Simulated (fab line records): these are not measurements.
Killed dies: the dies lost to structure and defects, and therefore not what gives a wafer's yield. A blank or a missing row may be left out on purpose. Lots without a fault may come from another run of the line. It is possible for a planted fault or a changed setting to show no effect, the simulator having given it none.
Which tool did it? | flow gf180mcu | Sampling: 6 lots, 18 wafers, 3 of 602 route steps

## WHAT THE GAUGES READ, wafer by wafer
GF_HV_LDD_RS_MEAS_53: measurement is done with a four-point probe.
lot  | measured     | on            | HV_LDD_RS (ohm/sq)
L146 | day 12 18:05 | film-metro-02 | 418.6 419.4 419.2
L148 | day 13 18:02 | film-metro-04 | 417.1 417.8 417.0
L150 | day 13 20:54 | film-metro-04 | 416.7 418.5 417.3
L160 | day 17 11:28 | film-metro-04 | 417.3 415.7 416.8
L162 | day 18 03:38 | film-metro-03 | 425.5 424.8 425.2 424.9 424.7 424.6
L168 | day 20 08:30 | film-metro-02 | 417.6 418.1 417.8

## WHICH TOOL RAN EACH LOT (tool, then ch and the chambers of the sampled wafers, then the start)
lot  | GF_VT_IMPLANT_RTA_45             | GF_HV_LDD_IMPLANT_34
L146 | rtp-anneal-01 ch 0, day 7 19:03  | implanter-01 ch 0, day 11 21:17
L148 | rtp-anneal-01 ch 0, day 8 13:59  | implanter-04 ch 0, day 12 20:31
L150 | rtp-anneal-01 ch 0, day 8 20:59  | implanter-01 ch 0, day 13 00:16
L160 | rtp-anneal-01 ch 0, day 11 17:55 | implanter-01 ch 0, day 16 11:11
L162 | rtp-anneal-01 ch 0, day 12 07:31 | implanter-01 ch 0, day 17 02:37
L168 | rtp-anneal-02 ch 0, day 14 02:56 | implanter-02 ch 0, day 19 06:55
- GF_VT_IMPLANT_RTA_45: time 30 s.
- GF_HV_LDD_IMPLANT_34

## THE ANSWER, worked out from the rows above alone
Rule: the usual values come from the lots themselves. Put in order of their means at a reading, lots are off if they are a third of the lots or fewer, leave a main group of 4 or more, and stand apart from it by a gap of 3 or more times the standard deviation of the main group's means; of several such gaps the widest counts. A main group whose means are all the same, to the digits that the tables above print for the reading, isn't used. Also off: a lot with no number at a reading for which 4 or more lots have one. All remaining lots with rows at the step are treated as sound.
Off: L162, seen at GF_HV_LDD_RS_MEAS_53 (HV_LDD_RS). The main group: mean 417.7 ohm/sq, standard deviation 0.81.
If a tool, at a process step before that reading, ran all the lots that are off and no sound lot after the first of them, it fits. Gauges at GF_HV_LDD_RS_MEAS_53: tried the same way as those tools. Can't be told from this: 3 tools fit, rtp-anneal-01 at GF_VT_IMPLANT_RTA_45, implanter-01 at GF_HV_LDD_IMPLANT_34, film-metro-03 at GF_HV_LDD_RS_MEAS_53.

## WHAT THE SIMULATOR HAD INSERTED
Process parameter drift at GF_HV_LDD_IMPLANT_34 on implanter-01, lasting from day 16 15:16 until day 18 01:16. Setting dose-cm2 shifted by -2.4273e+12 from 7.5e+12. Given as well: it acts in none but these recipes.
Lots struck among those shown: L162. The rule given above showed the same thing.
